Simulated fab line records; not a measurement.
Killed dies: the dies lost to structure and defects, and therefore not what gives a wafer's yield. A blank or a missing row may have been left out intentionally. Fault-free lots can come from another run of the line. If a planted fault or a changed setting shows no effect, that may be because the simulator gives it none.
Which of the tools did it? / flow gf180mcu / 33 wafers from 11 lots sampled at 5 of the route's 602 steps

## WHAT THE GAUGES SHOWED, per wafer
GF_CONTACT_THK_MEAS_01.
lot=L179; measured=day 15 05:02; on=film metro-02; CONTACT_CVD_00_THK (nm)=301.9 302.2 305.3
lot=L180; measured=day 15 13:44; on=film metro-02; CONTACT_CVD_00_THK (nm)=298.7 296.4 298.3
lot=L181; measured=day 15 16:37; on=film metro-03; CONTACT_CVD_00_THK (nm)=294.8 295.9 300.7
lot=L184; measured=day 17 04:54; on=film metro-02; CONTACT_CVD_00_THK (nm)=303.0 308.1 303.6
lot=L189; measured=day 18 21:13; on=film metro-04; CONTACT_CVD_00_THK (nm)=290.5 300.3 296.2
lot=L190; measured=day 19 08:22; on=film metro-04; CONTACT_CVD_00_THK (nm)=299.1 298.7 299.4
lot=L191; measured=day 20 08:25; on=film metro-02; CONTACT_CVD_00_THK (nm)=298.9 304.3 302.0
lot=L195; measured=day 21 02:32; on=film metro-02; CONTACT_CVD_00_THK (nm)=299.0 297.5 294.7
lot=L196; measured=day 21 05:16; on=film metro-03; CONTACT_CVD_00_THK (nm)=301.9 302.4 302.6
lot=L197; measured=day 21 12:40; on=film metro-03; CONTACT_CVD_00_THK (nm)=303.4 301.4 303.0
lot=L202; measured=day 23 05:41; on=film metro-03; CONTACT_CVD_00_THK (nm)=297.9 298.0 299.4

GF_V1_RS_MEAS_24: a four-point-probe measurement.
lot=L179; measured=day 18 05:05; on=film metro-02; V1_W_RS (ohm/sq)=0.3301 0.3308 0.3336
lot=L180; measured=day 18 14:28; on=film metro-01; V1_W_RS (ohm/sq)=0.3323 0.3281 0.3286
lot=L181; measured=day 18 19:19; on=film metro-02; V1_W_RS (ohm/sq)=0.3313 0.3278 0.3284
lot=L184; measured=day 20 10:43; on=film metro-01; V1_W_RS (ohm/sq)=0.3294 0.3399 0.3253
lot=L189; measured=day 22 02:11; on=film metro-04; V1_W_RS (ohm/sq)=0.3318 0.3304 0.3291
lot=L190; measured=day 22 13:50; on=film metro-04; V1_W_RS (ohm/sq)=0.3306 0.3285 0.3252
lot=L191; measured=day 23 11:34; on=film metro-04; V1_W_RS (ohm/sq)=0.3354 0.3352 0.3361
lot=L195; measured=day 24 03:55; on=film metro-02; V1_W_RS (ohm/sq)=0.3287 0.3300 0.3295
lot=L196; measured=day 24 06:58; on=film metro-04; V1_W_RS (ohm/sq)=0.3254 1.1982 0.3313 0.3256 1.2012 0.3315
lot=L197; measured=day 24 14:28; on=film metro-02; V1_W_RS (ohm/sq)=1.2185 0.3343 0.3306 1.2182 0.3342 0.3306
lot=L202; measured=day 26 03:38; on=film metro-01; V1_W_RS (ohm/sq)=0.3327 0.3272 0.3310

GF_V1_THK_MEAS_25: measures by xrf.
lot=L179; measured=day 18 05:11; on=film metro-02; V1_W_THK (nm)=348 351 347
lot=L180; measured=day 18 14:34; on=film metro-01; V1_W_THK (nm)=349 356 355
lot=L181; measured=day 18 19:25; on=film metro-02; V1_W_THK (nm)=348 354 351
lot=L184; measured=day 20 10:50; on=film metro-01; V1_W_THK (nm)=361 345 364
lot=L189; measured=day 22 02:19; on=film metro-04; V1_W_THK (nm)=349 351 355
lot=L190; measured=day 22 13:57; on=film metro-04; V1_W_THK (nm)=350 354 355
lot=L191; measured=day 23 11:41; on=film metro-04; V1_W_THK (nm)=349 349 347
lot=L195; measured=day 24 04:02; on=film metro-02; V1_W_THK (nm)=350 349 348
lot=L196; measured=day 24 11:16; on=film metro-04; V1_W_THK (nm)=361 99 354 361 99 353
lot=L197; measured=day 24 18:51; on=film metro-02; V1_W_THK (nm)=96 341 348 96 344 347
lot=L202; measured=day 26 03:45; on=film metro-01; V1_W_THK (nm)=346 351 346

## TOOL THAT RAN EACH LOT (tool first, then ch and the chambers of the sampled wafers, then the start)
lot=L179; GF_M1_SPUTTER_01=pvd sputter-03, day 16 04:32; GF_V1_CVD_23=cvd w-01 ch 0,1, day 18 04:58
lot=L180; GF_M1_SPUTTER_01=pvd sputter-01, day 16 13:44; GF_V1_CVD_23=cvd w-01 ch 0,1, day 18 14:20
lot=L181; GF_M1_SPUTTER_01=pvd sputter-03, day 16 16:38; GF_V1_CVD_23=cvd w-01 ch 0, day 18 19:11
lot=L184; GF_M1_SPUTTER_01=pvd sputter-01, day 18 06:53; GF_V1_CVD_23=cvd w-01 ch 0,1, day 20 10:37
lot=L189; GF_M1_SPUTTER_01=pvd sputter-02, day 19 23:46; GF_V1_CVD_23=cvd w-01 ch 0,1, day 22 02:05
lot=L190; GF_M1_SPUTTER_01=pvd sputter-02, day 20 11:35; GF_V1_CVD_23=cvd w-02 ch 0,1, day 22 13:43
lot=L191; GF_M1_SPUTTER_01=pvd sputter-02, day 21 10:26; GF_V1_CVD_23=cvd w-01 ch 0,1, day 23 11:26
lot=L195; GF_M1_SPUTTER_01=pvd sputter-02, day 22 04:08; GF_V1_CVD_23=cvd w-02 ch 0,1, day 24 03:47
lot=L196; GF_M1_SPUTTER_01=pvd sputter-02, day 22 06:25; GF_V1_CVD_23=cvd w-01 ch 0,1, day 24 06:50
lot=L197; GF_M1_SPUTTER_01=pvd sputter-01, day 22 14:10; GF_V1_CVD_23=cvd w-01 ch 0,1, day 24 14:20
lot=L202; GF_M1_SPUTTER_01=pvd sputter-02, day 24 06:15; GF_V1_CVD_23=cvd w-02 ch 0,1, day 26 03:30
- GF_M1_SPUTTER_01: material TiN, target thk 30 nm, time 25 s.
- GF_V1_CVD_23: deposits W, target thk 350 nm, time 105.05 s.

## WHAT THE TOOLS THEMSELVES READ (means of the sampled wafers that have a number; where no wafer has one, the mark that the record gives instead)
GF_M1_SPUTTER_01.
lot=L179; tool=pvd sputter-03; throttle valve pct (%)=30.2
lot=L180; tool=pvd sputter-01; throttle valve pct (%)=29.6
lot=L181; tool=pvd sputter-03; throttle valve pct (%)=30.2
lot=L184; tool=pvd sputter-01; throttle valve pct (%)=28.6
lot=L189; tool=pvd sputter-02; throttle valve pct (%)=28.7
lot=L190; tool=pvd sputter-02; throttle valve pct (%)=29.3
lot=L191; tool=pvd sputter-02; throttle valve pct (%)=29.2
lot=L195; tool=pvd sputter-02; throttle valve pct (%)=29.3
lot=L196; tool=pvd sputter-02; throttle valve pct (%)=28.9
lot=L197; tool=pvd sputter-01; throttle valve pct (%)=29.7
lot=L202; tool=pvd sputter-02; throttle valve pct (%)=29.6

GF_V1_CVD_23.
lot=L179; tool=cvd w-01; heater power w (W)=806
lot=L180; tool=cvd w-01; heater power w (W)=800
lot=L181; tool=cvd w-01; heater power w (W)=879
lot=L184; tool=cvd w-01; heater power w (W)=805
lot=L189; tool=cvd w-01; heater power w (W)=860
lot=L190; tool=cvd w-02; heater power w (W)=707
lot=L191; tool=cvd w-01; heater power w (W)=838
lot=L195; tool=cvd w-02; heater power w (W)=714
lot=L196; tool=cvd w-01; heater power w (W)=842
lot=L197; tool=cvd w-01; heater power w (W)=813
lot=L202; tool=cvd w-02; heater power w (W)=704

## THE ANSWER, worked out from the rows above alone
Rule: what is usual is taken from the lots themselves. Put in order of their means at a reading, lots are off if they are a third of the lots or fewer, leave a main group of 4 or more, and stand apart from it by a gap of 3 or more times the standard deviation of the main group's means; of several such gaps the widest counts. A main group is skipped when, at the precision printed for the reading in the tables above, its means are all equal. A lot without any number at a reading at which 4 lots or more have one is off too. Where the step has rows for the other lots, those lots are counted as sound. Order of review: gauges by route order, followed by the tools' own readings, for which a lot's mean as printed above is used. The first step at which some lot is off is used, and at that step the reading that is off furthest; a lot without a number counts as furthest.
Off: at GF_V1_RS_MEAS_24 (V1_W_RS), L196, L197. Main group: mean 0.3306 ohm/sq, sd 0.002.
If a tool, at a process step before that reading, ran all the lots that are off and no sound lot after the first of them, it fits. Those tools and the gauges at GF_V1_RS_MEAS_24 are tried in the same way. One candidate fits, namely cvd w-01 at GF_V1_CVD_23. A fault onset in the window from L191 (day 23 11:26, its last sound lot) to L196 (day 24 06:50, its first lot off) fits.

## WHAT THE SIMULATOR HAD INSERTED
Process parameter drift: cvd w-01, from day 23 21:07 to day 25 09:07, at GF_V1_CVD_23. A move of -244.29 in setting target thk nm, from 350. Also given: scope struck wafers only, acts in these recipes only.
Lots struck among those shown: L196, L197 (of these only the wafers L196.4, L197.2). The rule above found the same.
